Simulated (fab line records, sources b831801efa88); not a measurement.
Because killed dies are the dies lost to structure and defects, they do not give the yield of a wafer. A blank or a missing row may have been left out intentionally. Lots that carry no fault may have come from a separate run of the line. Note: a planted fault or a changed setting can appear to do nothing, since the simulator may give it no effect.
Matching of chambers + flow gf180mcu + GF_STI_ETCH_13 on rie_diel-04 has 4 sister chambers
The step etches the open film in CHF3/O2, stops on Si, target depth 282.31 nm, time 112.9 s. 14 wafers are shown with their chamber, then 7 later ones without.

== WAFERS, EACH WITH ITS CHAMBER ==
| wafer  | chamber | oes_product_au (a.u.) | throttle_valve_pct (%) |
|--------|---------|-----------------------|------------------------|
| L454.2 | 1       | 0.827                 | 8.817                  |
| L454.4 | 0       | 0.819                 | 8.805                  |
| L454.6 | 1       | 0.839                 | 8.821                  |
| L455.1 | 3       | 0.839                 | 8.814                  |
| L455.4 | 2       | 0.836                 | 8.814                  |
| L455.6 | 3       | 0.835                 | 8.808                  |
| L456.1 | 2       | 0.836                 | 8.810                  |
| L456.5 | 0       | 0.835                 | 8.812                  |
| L456.6 | 3       | 0.829                 | 8.820                  |
| L460.1 | 1       | 0.827                 | 8.814                  |
| L460.2 | 3       | 0.834                 | 8.792                  |
| L460.4 | 2       | 0.829                 | 8.800                  |
| L462.1 | 1       | 0.834                 | 8.802                  |
| L462.5 | 1       | 0.822                 | 8.814                  |

SIGNATURES (averages over the wafers above)
| reading            | chamber 0 | chamber 1 | chamber 2 | chamber 3 | scatter within a chamber |
|--------------------|-----------|-----------|-----------|-----------|--------------------------|
| oes_product_au     | 0.82700   | 0.82980   | 0.83367   | 0.83425   | 0.00625                  |
| throttle_valve_pct | 8.80850   | 8.81360   | 8.80800   | 8.80850   | 0.00874                  |
Rule: a wafer's distance from a chamber is the root of the sum, over the readings, of the square of ((its reading less the chamber's mean) divided by the reading's scatter). If the next closest chamber is less than 2 further off than the closest, the wafer can't be placed; otherwise it belongs to the closest. The scatter is the square root of a quotient: the sum, over the shown wafers, of each reading's squared deviation from its chamber's mean, divided by wafers minus chambers.

== WAFERS WHOSE CHAMBER IS MISSING ==
| wafer  | oes_product_au (a.u.) | throttle_valve_pct (%) |
|--------|-----------------------|------------------------|
| L462.6 | 0.830                 | 8.809                  |
| L463.4 | 0.829                 | 8.813                  |
| L463.5 | 0.824                 | 8.798                  |
| L463.6 | 0.826                 | 8.810                  |
| L465.1 | 0.833                 | 8.815                  |
| L465.3 | 0.835                 | 8.808                  |
| L465.6 | 0.834                 | 8.800                  |

== CHAMBER TAKEN BY EACH ==
| wafer  | from the rows above               | in truth |
|--------|-----------------------------------|----------|
| L462.6 | can't be placed: 0 or 1 or 2 or 3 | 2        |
| L463.4 | can't be placed: 1 or 0 or 2 or 3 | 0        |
| L463.5 | can't be placed: 0 or 2 or 1 or 3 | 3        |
| L463.6 | can't be placed: 0 or 1 or 2 or 3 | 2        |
| L465.1 | can't be placed: 1 or 3 or 2 or 0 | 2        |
| L465.3 | can't be placed: 3 or 2 or 1 or 0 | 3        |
| L465.6 | can't be placed: 2 or 3 or 0 or 1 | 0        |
0 of 7 placed correctly. Cannot be placed on the basis of these rows: 7; the candidates contain the true chamber in 7. Placed wrongly: 0.
